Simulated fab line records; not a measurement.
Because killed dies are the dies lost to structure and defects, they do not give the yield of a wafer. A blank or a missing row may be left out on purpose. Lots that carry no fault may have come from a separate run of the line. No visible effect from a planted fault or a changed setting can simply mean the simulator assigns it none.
Which of the tools did it? / flow sky130 / Sampling: 24 lots, 72 wafers, 3 of 708 route steps

WHAT THE GAUGES READ, wafer by wafer
SKY_VIA2_BOW_MEAS_03. Usual: VIA2_BOW typically reads 85 um, with standard deviation 7.6.
lot=L074; measured=day 33 04:01; on=film metro-04; VIA2_BOW (um)=77 91 64; flag=
lot=L075; measured=day 33 04:43; on=film metro-03; VIA2_BOW (um)=83 85 78; flag=
lot=L076; measured=day 33 06:30; on=film metro-01; VIA2_BOW (um)=83 74 85; flag=
lot=L077; measured=day 33 07:56; on=film metro-01; VIA2_BOW (um)=100 100 91; flag=
lot=L078; measured=day 33 19:27; on=film metro-04; VIA2_BOW (um)=91 83 96; flag=
lot=L080; measured=day 34 04:47; on=film metro-04; VIA2_BOW (um)=103 85 98; flag=
lot=L079; measured=day 34 07:13; on=film metro-01; VIA2_BOW (um)=81 76 102; flag=
lot=L081; measured=day 34 19:46; on=film metro-01; VIA2_BOW (um)=81 84 80; flag=
lot=L082; measured=day 35 04:30; on=film metro-03; VIA2_BOW (um)=85 86 87; flag=
lot=L084; measured=day 35 07:00; on=film metro-03; VIA2_BOW (um)=82 93 90; flag=
lot=L083; measured=day 35 08:56; on=film metro-01; VIA2_BOW (um)=92 89 85; flag=
lot=L085; measured=day 35 14:58; on=film metro-01; VIA2_BOW (um)=80 80 88; flag=
lot=L086; measured=day 36 00:04; on=film metro-04; VIA2_BOW (um)=86 78 86; flag=
lot=L087; measured=day 36 08:07; on=film metro-03; VIA2_BOW (um)=83 85 73; flag=
lot=L088; measured=day 36 09:49; on=film metro-03; VIA2_BOW (um)=76 70 77; flag=
lot=L089; measured=day 36 18:46; on=film metro-01; VIA2_BOW (um)=95 93 78; flag=
lot=L090; measured=day 37 05:59; on=film metro-01; VIA2_BOW (um)=85 89 88; flag=
lot=L091; measured=day 37 14:13; on=film metro-01; VIA2_BOW (um)=81 87 82; flag=
lot=L094; measured=day 44 20:07; on=film metro-04; VIA2_BOW (um)=91 90 71; flag=
lot=L092; measured=day 44 23:19; on=film metro-04; VIA2_BOW (um)=78 86 92; flag=
lot=L093; measured=day 45 00:47; on=film metro-03; VIA2_BOW (um)=94 85 83; flag=
lot=L095; measured=day 45 02:16; on=film metro-01; VIA2_BOW (um)=76 92 79; flag=
lot=L096; measured=day 45 03:16; on=film metro-03; VIA2_BOW (um)=90 95 76; flag=
lot=L097; measured=day 45 03:59; on=film metro-04; VIA2_BOW (um)=75 98 79; flag=

WHICH TOOL RAN EACH LOT (tool, then ch and the chambers of the sampled wafers, then the start)
lot=L074; SKY_METAL2_SPUTTER_01=pvd sputter-02, day 32 00:08; SKY_METAL2_METAL_ETCH_19=rie metal-04 ch 0,1, day 33 02:50
lot=L075; SKY_METAL2_SPUTTER_01=pvd sputter-02, day 32 00:48; SKY_METAL2_METAL_ETCH_19=rie metal-01 ch 0, day 33 03:31
lot=L076; SKY_METAL2_SPUTTER_01=pvd sputter-04, day 32 03:09; SKY_METAL2_METAL_ETCH_19=rie metal-04 ch 0,1, day 33 05:20
lot=L077; SKY_METAL2_SPUTTER_01=pvd sputter-02, day 32 03:48; SKY_METAL2_METAL_ETCH_19=rie metal-03 ch 0,1, day 33 06:46
lot=L078; SKY_METAL2_SPUTTER_01=pvd sputter-03, day 32 16:50; SKY_METAL2_METAL_ETCH_19=rie metal-04 ch 0,1, day 33 18:16
lot=L080; SKY_METAL2_SPUTTER_01=pvd sputter-02, day 33 01:04; SKY_METAL2_METAL_ETCH_19=rie metal-03 ch 0,1, day 34 03:37
lot=L079; SKY_METAL2_SPUTTER_01=pvd sputter-03, day 33 03:08; SKY_METAL2_METAL_ETCH_19=rie metal-01 ch 0, day 34 06:04
lot=L081; SKY_METAL2_SPUTTER_01=pvd sputter-03, day 33 15:16; SKY_METAL2_METAL_ETCH_19=rie metal-03 ch 0,1, day 34 18:28
lot=L082; SKY_METAL2_SPUTTER_01=pvd sputter-03, day 33 23:33; SKY_METAL2_METAL_ETCH_19=rie metal-03 ch 0,1, day 35 03:19
lot=L084; SKY_METAL2_SPUTTER_01=pvd sputter-03, day 34 03:03; SKY_METAL2_METAL_ETCH_19=rie metal-04 ch 0,1, day 35 05:50
lot=L083; SKY_METAL2_SPUTTER_01=pvd sputter-02, day 34 04:11; SKY_METAL2_METAL_ETCH_19=rie metal-01 ch 0,1, day 35 07:46
lot=L085; SKY_METAL2_SPUTTER_01=pvd sputter-02, day 34 09:24; SKY_METAL2_METAL_ETCH_19=rie metal-04 ch 0,1, day 35 13:46
lot=L086; SKY_METAL2_SPUTTER_01=pvd sputter-02, day 34 18:56; SKY_METAL2_METAL_ETCH_19=rie metal-04 ch 0,1, day 35 22:50
lot=L087; SKY_METAL2_SPUTTER_01=pvd sputter-02, day 35 03:16; SKY_METAL2_METAL_ETCH_19=rie metal-01 ch 0,1, day 36 06:55
lot=L088; SKY_METAL2_SPUTTER_01=pvd sputter-03, day 35 04:56; SKY_METAL2_METAL_ETCH_19=rie metal-03 ch 1, day 36 08:31
lot=L089; SKY_METAL2_SPUTTER_01=pvd sputter-02, day 35 15:02; SKY_METAL2_METAL_ETCH_19=rie metal-03 ch 0, day 36 17:28
lot=L090; SKY_METAL2_SPUTTER_01=pvd sputter-04, day 36 03:11; SKY_METAL2_METAL_ETCH_19=rie metal-03 ch 0,1, day 37 04:47
lot=L091; SKY_METAL2_SPUTTER_01=pvd sputter-02, day 36 10:13; SKY_METAL2_METAL_ETCH_19=rie metal-04 ch 0,1, day 37 13:04
lot=L094; SKY_METAL2_SPUTTER_01=pvd sputter-02, day 43 21:10; SKY_METAL2_METAL_ETCH_19=rie metal-03 ch 0,1, day 44 18:53
lot=L092; SKY_METAL2_SPUTTER_01=pvd sputter-02, day 44 01:02; SKY_METAL2_METAL_ETCH_19=rie metal-04 ch 0,1, day 44 22:05
lot=L093; SKY_METAL2_SPUTTER_01=pvd sputter-03, day 44 02:34; SKY_METAL2_METAL_ETCH_19=rie metal-03 ch 0,1, day 44 23:35
lot=L095; SKY_METAL2_SPUTTER_01=pvd sputter-03, day 44 03:42; SKY_METAL2_METAL_ETCH_19=rie metal-01 ch 0,1, day 45 01:02
lot=L096; SKY_METAL2_SPUTTER_01=pvd sputter-02, day 44 04:32; SKY_METAL2_METAL_ETCH_19=rie metal-04 ch 0,1, day 45 02:04
lot=L097; SKY_METAL2_SPUTTER_01=pvd sputter-03, day 44 05:02; SKY_METAL2_METAL_ETCH_19=rie metal-01 ch 1, day 45 02:46
- SKY_METAL2_SPUTTER_01: material TiN, target thk 20 nm, time 16.7 s.
- SKY_METAL2_METAL_ETCH_19: etches the open film in Cl2/BCl3, stops on SiO2, target depth 360 nm, time 78 s.

WHAT THE TOOLS THEMSELVES READ (means of the sampled wafers that have a number; where no wafer has one, the mark that the record gives instead)
SKY_METAL2_SPUTTER_01. Usual: throttle valve pct at 29.5 %, with a standard deviation of 0.74.
lot=L074; tool=pvd sputter-02; throttle valve pct (%)=29.6; flag=
lot=L075; tool=pvd sputter-02; throttle valve pct (%)=29.7; flag=
lot=L076; tool=pvd sputter-04; throttle valve pct (%)=29.4; flag=
lot=L077; tool=pvd sputter-02; throttle valve pct (%)=29.3; flag=
lot=L078; tool=pvd sputter-03; throttle valve pct (%)=29.4; flag=
lot=L080; tool=pvd sputter-02; throttle valve pct (%)=29.6; flag=
lot=L079; tool=pvd sputter-03; throttle valve pct (%)=29.4; flag=
lot=L081; tool=pvd sputter-03; throttle valve pct (%)=28.6; flag=
lot=L082; tool=pvd sputter-03; throttle valve pct (%)=29.1; flag=
lot=L084; tool=pvd sputter-03; throttle valve pct (%)=29.2; flag=
lot=L083; tool=pvd sputter-02; throttle valve pct (%)=29.6; flag=
lot=L085; tool=pvd sputter-02; throttle valve pct (%)=29.8; flag=
lot=L086; tool=pvd sputter-02; throttle valve pct (%)=29.9; flag=
lot=L087; tool=pvd sputter-02; throttle valve pct (%)=29.7; flag=
lot=L088; tool=pvd sputter-03; throttle valve pct (%)=29.4; flag=
lot=L089; tool=pvd sputter-02; throttle valve pct (%)=29.8; flag=
lot=L090; tool=pvd sputter-04; throttle valve pct (%)=29.6; flag=
lot=L091; tool=pvd sputter-02; throttle valve pct (%)=29.4; flag=
lot=L094; tool=pvd sputter-02; throttle valve pct (%)=29.7; flag=
lot=L092; tool=pvd sputter-02; throttle valve pct (%)=29.3; flag=
lot=L093; tool=pvd sputter-03; throttle valve pct (%)=29.3; flag=
lot=L095; tool=pvd sputter-03; throttle valve pct (%)=29.2; flag=
lot=L096; tool=pvd sputter-02; throttle valve pct (%)=29.6; flag=
lot=L097; tool=pvd sputter-03; throttle valve pct (%)=28.8; flag=

SKY_METAL2_METAL_ETCH_19. Usual: drypump motor current A 5.6 A, standard deviation 0.43; oes product au 0.853 a.u., standard deviation 0.0054; throttle valve pct 22.265 %, standard deviation 0.0088.
lot=L074; tool=rie metal-04; drypump motor current A (A)=6.1; oes product au (a.u.)=0.853; throttle valve pct (%)=22.263; flag=
lot=L075; tool=rie metal-01; drypump motor current A (A)=5.7; oes product au (a.u.)=0.854; throttle valve pct (%)=22.271; flag=
lot=L076; tool=rie metal-04; drypump motor current A (A)=5.9; oes product au (a.u.)=0.854; throttle valve pct (%)=22.260; flag=
lot=L077; tool=rie metal-03; drypump motor current A (A)=5.3; oes product au (a.u.)=0.853; throttle valve pct (%)=22.259; flag=
lot=L078; tool=rie metal-04; drypump motor current A (A)=6.2; oes product au (a.u.)=0.849; throttle valve pct (%)=22.266; flag=
lot=L080; tool=rie metal-03; drypump motor current A (A)=5.3; oes product au (a.u.)=0.856; throttle valve pct (%)=22.267; flag=
lot=L079; tool=rie metal-01; drypump motor current A (A)=5.6; oes product au (a.u.)=0.856; throttle valve pct (%)=22.259; flag=
lot=L081; tool=rie metal-03; drypump motor current A (A)=5.3; oes product au (a.u.)=0.856; throttle valve pct (%)=22.266; flag=
lot=L082; tool=rie metal-03; drypump motor current A (A)=5.3; oes product au (a.u.)=0.853; throttle valve pct (%)=22.262; flag=
lot=L084; tool=rie metal-04; drypump motor current A (A)=6.2; oes product au (a.u.)=0.852; throttle valve pct (%)=22.266; flag=
lot=L083; tool=rie metal-01; drypump motor current A (A)=5.5; oes product au (a.u.)=0.856; throttle valve pct (%)=22.269; flag=
lot=L085; tool=rie metal-04; drypump motor current A (A)=6.2; oes product au (a.u.)=0.854; throttle valve pct (%)=22.275; flag=
lot=L086; tool=rie metal-04; drypump motor current A (A)=6.2; oes product au (a.u.)=0.858; throttle valve pct (%)=22.263; flag=
lot=L087; tool=rie metal-01; drypump motor current A (A)=5.6; oes product au (a.u.)=0.854; throttle valve pct (%)=22.265; flag=
lot=L088; tool=rie metal-03; drypump motor current A (A)=5.6; oes product au (a.u.)=0.854; throttle valve pct (%)=22.263; flag=
lot=L089; tool=rie metal-03; drypump motor current A (A)=5.1; oes product au (a.u.)=0.846; throttle valve pct (%)=22.265; flag=
lot=L090; tool=rie metal-03; drypump motor current A (A)=5.3; oes product au (a.u.)=0.851; throttle valve pct (%)=22.268; flag=
lot=L091; tool=rie metal-04; drypump motor current A (A)=5.9; oes product au (a.u.)=0.854; throttle valve pct (%)=22.263; flag=
lot=L094; tool=rie metal-03; drypump motor current A (A)=5.5; oes product au (a.u.)=0.850; throttle valve pct (%)=22.256; flag=
lot=L092; tool=rie metal-04; drypump motor current A (A)=5.9; oes product au (a.u.)=0.850; throttle valve pct (%)=22.269; flag=
lot=L093; tool=rie metal-03; drypump motor current A (A)=5.3; oes product au (a.u.)=0.851; throttle valve pct (%)=22.269; flag=
lot=L095; tool=rie metal-01; drypump motor current A (A)=5.4; oes product au (a.u.)=0.852; throttle valve pct (%)=22.262; flag=
lot=L096; tool=rie metal-04; drypump motor current A (A)=6.1; oes product au (a.u.)=0.852; throttle valve pct (%)=22.265; flag=
lot=L097; tool=rie metal-01; drypump motor current A (A)=5.3; oes product au (a.u.)=0.857; throttle valve pct (%)=22.269; flag=

THE ANSWER, worked out from the rows above alone
Rule: lot off if the mean of its wafers having a number is beyond 3 standard deviations from the usual mean. A lot without any number at a reading at which 4 lots or more have one is off too. The other lots that the step has rows for count as sound. First the gauges in route order, then the tools' own readings, where a lot's mean is used as printed above. The first step at which some lot is off is used, and at that step the reading that is off furthest; a lot without a number counts as furthest.
No lot is off on any of the readings shown, so nothing can be concluded from this.

WHAT THE SIMULATOR HAD INSERTED
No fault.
